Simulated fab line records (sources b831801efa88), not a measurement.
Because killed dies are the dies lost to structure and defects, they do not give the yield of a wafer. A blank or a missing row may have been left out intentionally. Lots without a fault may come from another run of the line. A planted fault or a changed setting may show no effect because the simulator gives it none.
A lot that was struck, set against a sound lot + flow sky130 + 16 steps out of a route of 708
Sound: wafers L695.1, L695.4, L695.5. The struck wafers were L694.2, L694.5, L694.6. The cause is named last.
For every step that has rows: the tool of each side, followed by ch and its chambers, followed by its first start. Under that, the readings that differ: sound wafers + struck wafers + difference of the means + sigmas: that difference in standard deviations of wafers without a fault.
alike: words and numbers the same on both sides, and readings whose means are apart by under 2 such deviations; not compared: readings that were withheld, readings missing a value for some wafer, numbers with overlapping values and no deviation given by the record, and bounds like >300 which may hide the same value.
The two part at a step that has a row with sigmas, a row that says differs or no value, or rows on one side only. Non-overlapping numbers with no deviation appear without sigmas and do not part them. A reading missing from all wafers of one side parts the sides only when that side holds two or more wafers.

first, 3 steps without rows for these wafers: SKY_METAL1_EXPOSE_12 (exposes mask MM1, target cd 140 nm); SKY_METAL1_PEB_13; SKY_METAL1_DEVELOP_14 (develop time 60 s).
SKY_METAL1_CD_MEAS_15: target cd 140 nm.
  struck on cd-sem-02, day 39 05:44; sound on cd-sem-02, day 39 02:30
| reading    | sound             | struck            | difference | sigmas |
|------------|-------------------|-------------------|------------|--------|
| cd-nm (nm) | 141.7 142.1 143.6 | 137.8 140.8 138.0 | -3.6       | -2     |
SKY_METAL1_OVL_MEAS_16:
  struck on overlay-01, day 39 05:50; sound on overlay-02, day 39 02:37
  alike: METAL1_OVL
SKY_METAL1_DESCUM_17: chemistry O2, time 8 s.
  sound on rie-metal-03 ch 1, day 39 02:40; struck on rie-metal-01 ch 0, day 39 05:53
| reading               | sound             | struck            | difference | sigmas |
|-----------------------|-------------------|-------------------|------------|--------|
| oes-product-au (a.u.) | 0.987 0.980 0.988 | 1.015 1.028 1.027 | +0.038     | +3     |
  alike: drypump-motor-current-A
  not compared: rf-hours-counter-h
SKY_METAL1_ETCH_18: etches BARC in N2/H2, stops on SiO2, time 45.9 s, target depth 60 nm.
  sound on rie-metal-03 ch 1, day 39 02:41; struck on rie-metal-01 ch 0, day 39 05:57
  alike: drypump-motor-current-A, h2-flow-sccm, n2-flow-sccm, oes-product-au, throttle-valve-pct
  not compared: rf-hours-counter-h
SKY_METAL1_METAL_ETCH_19: etches the open film in Cl2/BCl3, stops on SiO2, target depth 360 nm, time 78 s.
  sound on rie-metal-03 ch 1, day 39 02:45; struck on rie-metal-01 ch 0, day 39 06:05
  alike: drypump-motor-current-A, oes-product-au, throttle-valve-pct
  not compared: rf-hours-counter-h
SKY_METAL1_STRIP_20: strips in O2/N2.
  sound on plasma-asher-02 ch 0,1, day 39 02:50; struck on plasma-asher-01 ch 0,1, day 39 06:14
| reading                      | sound          | struck         | difference | sigmas |
|------------------------------|----------------|----------------|------------|--------|
| drypump-motor-current-A (A)  | 5.83 5.56 5.87 | 5.19 5.34 5.26 | -0.49      | -2     |
| strip-time-to-endpoint-s (s) | 2.78 2.77 2.80 | 2.67 2.61 2.61 | -0.15      | -2     |
  alike: n2-flow-sccm, oes-product-au
  not compared: rf-hours-counter-h
then, 3 steps without rows for these wafers: SKY_METAL1_STRIP_21 (strips in post etch residue remover, time 1200 s); SKY_METAL1_CLEAN_22 (cleans in IPA, time 180 s); SKY_METAL1_CLEAN_23 (cleans in O3/DIW).
SKY_VIA1_HDPCVD_00: deposits SiO2, target thk 1030 nm, time 171.7 s.
  sound on hdpcvd-01 ch 1,2, day 39 03:29; struck on hdpcvd-02 ch 0,1,2, day 39 06:53
| reading                                  | sound             | struck            | difference | sigmas |
|------------------------------------------|-------------------|-------------------|------------|--------|
| sih4-flow-sccm (sccm)                    | 59.92 59.92 59.91 | 48.23 47.99 47.80 | -11.91     | -74    |
| model.SiO2_of_VIA1_HDPCVD_00.thk-nm (nm) | 1033 1029 1020    | 839 827.3 824.6   | -197       |        |
SKY_VIA1_THK_MEAS_01:
  struck on film-metro-04, day 39 07:01; sound on film-metro-01, day 39 03:36
| reading              | sound          | struck      | difference | sigmas |
|----------------------|----------------|-------------|------------|--------|
| VIA1_HDPCVD_THK (nm) | 1034 1029 1020 | 839 827 825 | -197       | -18    |
SKY_VIA1_CMP_02: polishes SiO2.
  sound on cmp-01 ch 0,2,3, day 39 03:59; struck on cmp-01 ch 0,2,3, day 39 07:10
  alike: edge-zone-pressure-frac, motor-current-A, platen-rpm
after that, 1 step had no rows for these wafers: SKY_PAD_OPEN_PROBE_99.

WHERE THEY PART
At SKY_METAL1_CD_MEAS_15 first; at SKY_VIA1_THK_MEAS_01 last (within this record only). Later steps at which nothing parts them and some readings are alike: SKY_VIA1_CMP_02.

WHY: what had been put in by the simulator
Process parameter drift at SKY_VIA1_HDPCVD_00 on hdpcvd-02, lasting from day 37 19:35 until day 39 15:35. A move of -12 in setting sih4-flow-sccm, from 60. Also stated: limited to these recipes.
